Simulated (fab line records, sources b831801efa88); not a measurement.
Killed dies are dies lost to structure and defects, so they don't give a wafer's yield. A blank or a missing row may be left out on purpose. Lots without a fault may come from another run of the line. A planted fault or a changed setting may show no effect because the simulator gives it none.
Which tool did it? | flow gf180mcu | 13 lots, 39 wafers sampled, at 1 step of a route of 602

WHAT THE GAUGES READ, wafer by wafer
GF_STI_THK_MEAS_30. Usual: STI_OXIDATION_02_THK 10.08 nm, standard deviation 0.16.
lot  | measured    | on            | STI_OXIDATION_02_THK (nm) | flag
L777 | day 2 16:37 | film_metro-03 | 10.26 10.36 10.16         |
L778 | day 2 21:36 | film_metro-03 | 9.97 10.01 10.11          |
L779 | day 3 04:30 | film_metro-04 | 9.97 9.91 10.08           |
L780 | day 3 07:59 | film_metro-04 | 9.89 9.84 10.06           |
L781 | day 3 13:50 | film_metro-03 | 10.13 10.06 10.19         |
L783 | day 4 03:25 | film_metro-04 | 9.96 9.76 9.92            |
L784 | day 4 06:52 | film_metro-04 | 9.96 9.89 9.86            |
L785 | day 4 12:28 | film_metro-04 | 9.93 10.06 10.14          |
L792 | day 5 21:48 | film_metro-04 | 10.33 10.29 10.17         |
L793 | day 6 02:23 | film_metro-01 | 9.80 9.85 9.88            |
L794 | day 6 08:39 | film_metro-03 | 10.29 10.15 10.13         |
L795 | day 6 15:08 | film_metro-03 | 10.52 10.38 10.34         |
L796 | day 6 19:05 | film_metro-04 | 10.20 10.10 10.18         |

WHICH TOOL RAN EACH LOT (tool, then ch and the chambers of the sampled wafers, then the start)
The record holds no process step before these readings.

WHAT THE TOOLS THEMSELVES READ (means of the sampled wafers that have a number; where no wafer has one, the mark that the record gives instead)
The record holds no such reading with a usual standard deviation.

THE ANSWER, worked out from the rows above alone
Rule: a lot is off if the mean of its wafers that have a number lies more than 3 standard deviations from the usual mean. A lot without any number at a reading at which 4 lots or more have one is off too. The other lots that the step has rows for count as sound. The gauges are gone through in route order, then the tools' own readings, and for those a lot's mean is taken as printed above. The first step at which some lot is off is used, and at that step the reading that is off furthest; a lot without a number counts as furthest.
No lot is off at any reading shown: from this, nothing can be told.

WHAT THE SIMULATOR HAD PUT IN
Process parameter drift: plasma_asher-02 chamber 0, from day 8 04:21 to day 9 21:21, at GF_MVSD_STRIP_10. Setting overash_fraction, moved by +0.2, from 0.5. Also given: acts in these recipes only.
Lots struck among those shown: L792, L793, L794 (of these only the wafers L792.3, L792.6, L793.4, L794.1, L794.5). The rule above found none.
